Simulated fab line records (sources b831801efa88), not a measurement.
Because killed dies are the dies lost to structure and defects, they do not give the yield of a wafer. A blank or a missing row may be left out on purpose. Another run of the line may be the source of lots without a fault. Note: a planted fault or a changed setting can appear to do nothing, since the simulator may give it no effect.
fab line records	flow sky130
record: lots: 6	wafers: 18	lastDay: 49
route steps=708 shown RES_XHIGH@332 SD_N@342
lots that met no fault: from a run of the same line without faults
startH: the number of hours between the record's first day and the start of the first shown wafer of the lot	waitH: hours elapsed since this lot's preceding step	" the same as in the row above	L1.1+2: several wafers, shown together as one row	- no value, or no start given	* or withheld: withheld	< > ~ a bound
route shown NAME@n: NAME is a module with steps in the file, n the number in the route of the first one	usual: mean/standard deviation taken from wafers without a fault	same: alike in all rows	chamber/n: place in a boat	sites: the reading at each site	_std_site: the values' standard deviation	_edge_site: inner sites' mean taken away from outer sites' mean	radiusMm: for every site, how far away it sits from the centre of the wafer	mask NAME#n: copy n	behind: the tool/chamber that last shaped the wafer	hold: reason for holding the lot/hours on hold/outcome of the hold	device: transistor that didn't switch, given as n, p or np	end of line: tests run on the same wafers once the route is complete	a step without rows: its recipe alone	killed: count of dies lost to structure and defects at first sort (not the wafer's yield)	map: a wafer's dies, x killed, . not, _ none there
set.NAME: setting as actually run; set.NAME@STEP: the setting as run at that earlier step	model.NAME: the simulator's own value behind a step, which no gauge read
lots at some steps of the route; a table a step, a row a wafer
services: from which hour (startH, from the record's first day; less than 0 if before it) a tool's chamber was out of use, for how many hours, and why
== steps ==
step: SKY_RES_XHIGH_DEHYDRATE_00
recipe: tempC: 200	timeS: 60
step: SKY_RES_XHIGH_HMDS_01
recipe: primeTimeS: 60	primeTempC: 120
step: SKY_RES_XHIGH_COAT_02
recipe: resist: NOVOLAK	spinRpm: 3000	resistThkNm: 1140
step: SKY_RES_XHIGH_SOFTBAKE_03
recipe: tempC: 90	timeS: 60	resist: NOVOLAK
step: SKY_RES_XHIGH_EXPOSE_04
recipe: maskId: URPM	na: 0.6	sourceShape: conventional	sigmaOuter: 0.6	polarization: unpolarized	targetCdNm: 1270	doseMj: 140
step: SKY_RES_XHIGH_PEB_05
recipe: tempC: withheld	timeS: *	resist: NOVOLAK
step: SKY_RES_XHIGH_DEVELOP_06
recipe: resist: NOVOLAK	developer: TMAH	developTimeS: 60	devTempC: 23
step: SKY_RES_XHIGH_IMPLANT_07
recipe: species: BF2	energyKev: 20	doseCm2: 3.6e+14	tiltDeg: 0
step: SKY_RES_XHIGH_STRIP_08
recipe: chemistry: O2/N2	powerW: 1400	pressureMtorr: 1500	platenTempC: withheld	o2FlowSccm: 3000	n2FlowSccm: 300	overashFraction: 0.5
usual: chamberPressureMTorr: 1500.0/1.4	drypumpMotorCurrentA: 5.8/0.36	o2FlowSccm: 3001/9.2	oesProductAu: 0.711/0.0044	stripTimeToEndpointS: 14.28/0.039
lot.wafer	tool	chamber	startH	waitH	chamberPressureMTorr	drypumpMotorCurrentA	o2FlowSccm	oesProductAu	rfHoursCounterH	stripTimeToEndpointS
L502.3	plasmaAsher-01	1	670.82	0.1	1503.1	6.1	2994	0.711	-	14.26
L502.4	"	0	"	"	1499.8	6.6	2980	0.707	-	14.28
L502.6	"	0	"	"	1499.7	6.6	2984	0.709	-	14.23
L503.3	plasmaAsher-04	0	682.97	0.1	1500.5	5.4	2991	0.708	-	14.25
L503.4	"	1	"	"	1499.9	5.8	3011	0.715	-	14.33
L503.6	"	0	"	"	1497.4	5.4	2998	0.710	-	14.29
L511.1	plasmaAsher-02	1	733.66	0.1	1500.1	5.7	2995	0.716	28	14.22
L511.4	"	1	"	"	1500.7	5.8	3009	0.709	-	14.25
L511.6	"	0	"	"	1498.0	6.1	2998	0.715	-	14.23
L510.2	plasmaAsher-02	0	736.94	0.1	1499.4	6.1	2981	0.710	28	14.21
L510.3	"	1	"	"	1501.3	5.8	3001	0.717	-	14.18
L510.6	"	0	"	"	1497.5	6.1	3012	0.708	-	14.24
L512.4	plasmaAsher-04	1	748.08	0.1	1502.7	5.8	2998	0.715	-	14.25
L512.5	"	0	"	"	1499.7	5.4	2987	0.712	-	14.22
L512.6	"	1	"	"	1500.1	5.8	3005	0.708	-	14.27
L515.2	plasmaAsher-02	0	773.05	0.1	1498.5	6.1	3006	0.724	32	14.30
L515.4	"	1	"	"	1497.3	5.7	2995	0.706	-	14.29
L515.5	"	0	"	"	1500.8	6.1	3010	0.717	-	14.25
step: SKY_RES_XHIGH_TW_MEAS_09
usual: RES_XHIGH_TW: 1650/7.8
lot.wafer	tool	chamber	startH	waitH	RES_XHIGH_TW
L502.3	filmMetro-02	-	670.91	0.1	1635
L502.4	"	-	"	"	1639
L502.6	"	-	"	"	1647
L503.3	filmMetro-01	-	683.06	0.1	1645
L503.4	"	-	"	"	1647
L503.6	"	-	"	"	1655
L511.1	filmMetro-04	-	733.76	0.1	1647
L511.4	"	-	"	"	1633
L511.6	"	-	"	"	1637
L510.2	filmMetro-04	-	737.05	0.1	1653
L510.3	"	-	"	"	1649
L510.6	"	-	"	"	1643
L512.4	filmMetro-02	-	748.18	0.1	1654
L512.5	"	-	"	"	1655
L512.6	"	-	"	"	1651
L515.2	filmMetro-02	-	773.16	0.1	1639
L515.4	"	-	"	"	1637
L515.5	"	-	"	"	1637
step: SKY_SD_N_DEHYDRATE_00
recipe: tempC: 200	timeS: 60
step: SKY_SD_N_HMDS_01
recipe: primeTimeS: 60	primeTempC: 120
step: SKY_SD_N_COAT_02
recipe: resist: NOVOLAK	spinRpm: 3000	resistThkNm: 1140
lot.wafer	tool	chamber	startH	waitH	model.NOVOLAK_of_SD_N_COAT_02.thkNm
L502.3	lithoTrack-04	0	684.45	0.1	1145
L502.4+6	"	0	"	"	1146
L503.3	lithoTrack-03	0	696.39	0.1	1140
L503.4	"	0	"	"	1138
L503.6	"	0	"	"	1142
L511.1	lithoTrack-03	0	746.94	0.1	636.1
L511.4	"	0	"	"	635.8
L511.6	"	0	"	"	634.8
L510.2	lithoTrack-01	0	750.27	0.1	1140
L510.3	"	0	"	"	1141
L510.6	"	0	"	"	1142
L512.4	lithoTrack-03	0	761.37	0.1	634
L512.5	"	0	"	"	634.5
L512.6	"	0	"	"	633.7
L515.2	lithoTrack-04	0	786.22	0.1	1142
L515.4	"	0	"	"	1140
L515.5	"	0	"	"	1144
step: SKY_SD_N_SOFTBAKE_03
recipe: tempC: 90	timeS: 60	resist: NOVOLAK
step: SKY_SD_N_EXPOSE_04
recipe: maskId: NSDM	na: 0.6	sourceShape: conventional	sigmaOuter: 0.6	polarization: unpolarized	targetCdNm: 380	doseMj: 141
step: SKY_SD_N_PEB_05
recipe: tempC: withheld	timeS: *	resist: NOVOLAK
step: SKY_SD_N_DEVELOP_06
recipe: resist: NOVOLAK	developer: TMAH	developTimeS: 60	devTempC: 23
same: developTimeS: 60
lot.wafer	tool	chamber	startH	waitH	model.NOVOLAK_of_SD_N_COAT_02.thkNm
L502.3	lithoTrack-04	0	698.10	0.1	1144
L502.4	"	0	"	"	1146
L502.6	"	0	"	"	1145
L503.3	lithoTrack-03	0	710.79	0.1	1140
L503.4	"	0	"	"	1137
L503.6	"	0	"	"	1141
L511.1	lithoTrack-04	0	759.95	0.1	635.7
L511.4	"	0	"	"	635.4
L511.6	"	0	"	"	634.4
L510.2	lithoTrack-03	0	764.07	0.1	1139
L510.3+6	"	0	"	"	1141
L512.4	lithoTrack-01	0	775.62	0.1	633.6
L512.5	"	0	"	"	634.1
L512.6	"	0	"	"	633.3
L515.2	lithoTrack-04	0	799.02	0.1	1142
L515.4	"	0	"	"	1140
L515.5	"	0	"	"	1143
step: SKY_SD_N_CD_MEAS_07
recipe: targetCdNm: 380
usual: cdNm: 380.4/2.9
lot.wafer	tool	chamber	startH	waitH	cdNm
L502.3	cdSem-01	-	698.24	0.1	383.4
L502.4	"	-	"	"	381.2
L502.6	"	-	"	"	381.2
L503.3	cdSem-01	-	710.93	0.1	382.4
L503.4	"	-	"	"	380.3
L503.6	"	-	"	"	379.6
L511.1	cdSem-01	-	760.10	0.1	443.9
L511.4	"	-	"	"	442.9
L511.6	"	-	"	"	443.5
L510.2	cdSem-02	-	764.21	0.1	381.4
L510.3	"	-	"	"	381.7
L510.6	"	-	"	"	381.4
L512.4	cdSem-02	-	775.75	0.1	434.5
L512.5	"	-	"	"	435.8
L512.6	"	-	"	"	434.2
L515.2	cdSem-01	-	799.17	0.1	380.3
L515.4	"	-	"	"	380.3
L515.5	"	-	"	"	381.7
step: SKY_SD_N_OVL_MEAS_08
usual: SD_N_OVL: 0.2/1.3
lot.wafer	tool	chamber	startH	waitH	SD_N_OVL[nm]
L502.3	overlay-01	-	698.33	0.1	0.7
L502.4	"	-	"	"	1.4
L502.6	"	-	"	"	1.1
L503.3	overlay-02	-	711.02	0.1	0.1
L503.4	"	-	"	"	1.7
L503.6	"	-	"	"	2.1
L511.1	overlay-02	-	760.22	0.1	-1.7
L511.4	"	-	"	"	-1.0
L511.6	"	-	"	"	-0.5
L510.2	overlay-02	-	764.32	0.1	-0.8
L510.3	"	-	"	"	0.2
L510.6	"	-	"	"	-0.2
L512.4	overlay-01	-	775.83	0.1	-1.1
L512.5	"	-	"	"	-1.4
L512.6	"	-	"	"	-1.5
L515.2	overlay-01	-	799.28	0.1	1.5
L515.4	"	-	"	"	-0.1
L515.5	"	-	"	"	0.1
step: SKY_SD_N_IMPLANT_09
recipe: species: As	energyKev: 50	doseCm2: 4e+15	tiltDeg: 0
step: SKY_SD_N_IMPLANT_10
recipe: species: P	energyKev: 20	doseCm2: 1e+14	tiltDeg: 0
step: SKY_SD_N_STRIP_11
recipe: chemistry: O2/N2	powerW: 1400	pressureMtorr: 1500	platenTempC: withheld	o2FlowSccm: 3000	n2FlowSccm: 300	overashFraction: 0.5
usual: chamberPressureMTorr: 1500.0/1.5	drypumpMotorCurrentA: 5.9/0.47	o2FlowSccm: 3000/8.4	oesProductAu: 0.528/0.0044	stripTimeToEndpointS: 22.55/0.039
lot.wafer	tool	chamber	startH	waitH	chamberPressureMTorr	drypumpMotorCurrentA	o2FlowSccm	oesProductAu	rfHoursCounterH	stripTimeToEndpointS
L502.3	plasmaAsher-02	0	698.69	0.1	1502.4	6.1	3001	0.537	-	22.60
L502.4	"	1	"	"	1499.1	5.8	3009	0.517	-	22.62
L502.6	"	0	"	"	1496.9	6.1	3009	0.523	-	22.59
L503.3	plasmaAsher-02	1	711.38	0.1	1500.3	5.8	2990	0.522	-	22.58
L503.4	"	0	"	"	1498.4	6.1	3006	0.529	-	22.54
L503.6	"	0	"	"	1498.0	6.1	2992	0.523	-	22.59
L511.1	plasmaAsher-03	0	760.56	0.1	1499.1	4.9	3001	0.456	2	16.82
L511.4	"	1	"	"	1496.9	5.7	2991	0.457	-	16.83
L511.6	"	0	"	"	1500.1	4.9	2995	0.453	-	16.81
L510.2	plasmaAsher-01	0	764.65	0.1	1498.9	6.6	3018	0.530	98	22.55
L510.3	"	1	"	"	1500.2	6.1	3002	0.522	-	22.58
L510.6	"	0	"	"	1499.6	6.6	3013	0.529	-	22.58
L512.4	plasmaAsher-02	1	776.18	0.1	1500.4	5.7	3008	0.463	-	16.78
L512.5	"	1	"	"	1502.0	5.8	3010	0.466	-	16.80
L512.6	"	0	"	"	1500.4	6.1	3012	0.456	-	16.81
L515.2	plasmaAsher-01	1	799.61	0.1	1499.6	6.1	2999	0.527	102	22.56
L515.4	"	1	"	"	1503.1	6.1	3012	0.525	-	22.53
L515.5	"	0	"	"	1498.7	6.6	3008	0.534	-	22.59
step: SKY_SD_N_TW_MEAS_12
usual: SD_N_TW: 4004/26
lot.wafer	tool	chamber	startH	waitH	SD_N_TW
L502.3	filmMetro-02	-	698.78	0.1	3995
L502.4	"	-	"	"	3990
L502.6	"	-	"	"	3996
L503.3	filmMetro-01	-	711.47	0.1	4011
L503.4	"	-	"	"	4004
L503.6	"	-	"	"	3996
L511.1	filmMetro-04	-	760.66	0.1	4043
L511.4	"	-	"	"	4043
L511.6	"	-	"	"	4044
L510.2	filmMetro-01	-	764.76	0.1	4049
L510.3	"	-	"	"	4041
L510.6	"	-	"	"	4031
L512.4	filmMetro-02	-	776.28	0.1	3986
L512.5	"	-	"	"	3989
L512.6	"	-	"	"	4003
L515.2	filmMetro-02	-	799.72	0.1	4013
L515.4	"	-	"	"	4022
L515.5	"	-	"	"	3994
== services ==
tool	chamber	startH	hours	kind
plasmaAsher-04	-	707.04	2.8	pm
plasmaAsher-03	-	733.75	9.0	pm
plasmaAsher-03	0	733.75	9.0	ventCycle
plasmaAsher-03	1	733.75	9.0	ventCycle
plasmaAsher-03	0	742.75	-	clean
plasmaAsher-03	1	742.75	-	clean
plasmaAsher-01	-	746.89	2.4	repair
plasmaAsher-02	-	758.22	2.8	pm
plasmaAsher-03	-	789.07	23.1	repair
plasmaAsher-03	-	797.02	1.1	repair
== key ==
firstSign: step: SKY_SD_N_CD_MEAS_07	reading: cdNm	direction: up	sigmas: 20	usual: 380.4	struck: 439.1	through: controlLoop
effect: step: SKY_SD_N_STRIP_11	reading: stripTimeToEndpointS	direction: down	sigmas: 99+	usual: *	struck: *	through: *
modelEffect: step: SKY_SD_N_COAT_02	value: NOVOLAK_of_SD_N_COAT_02.thkNm	without: 1140	struck: 634.8
modelEffect: step: SKY_SD_N_DEVELOP_06	value: NOVOLAK_of_SD_N_COAT_02.thkNm	without: 1140	struck: 634.4
metAt SKY_SD_N_COAT_02
struckWafers L511.1,L511.4,L511.6,L512.4,L512.5,L512.6
sortLeftOut L511.1,L511.4,L511.6,L512.4,L512.5,L512.6
testerLeftOut L511,L512
loopTrim: step: SKY_SD_N_EXPOSE_04	setting: dose	lots: L512
onsetBetween 696.39 746.94
fault: kind: processParameterDrift	tool: lithoTrack-03	chamber: -	onsetH: 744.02	steps: SKY_SD_N_COAT_02	channel: resistThkNm	offset: -505.22	shape: step	endH: 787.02	actsIn: theseRecipesOnly	stated: 1140
testerLeftOut: of these lots the tester's yield and bins aren't shown, on N5 and GAA mostly nor the transistor test; their killed dies are dies lost to structure and defects alone, not to doping, threshold or leakage, so they don't give the yield
sortLeftOut: the simulated sort isn't trusted on such a fault, so these wafers' sort isn't shown, and their yield isn't known
loopTrim: a control loop set the setting to another value than it would have without faults
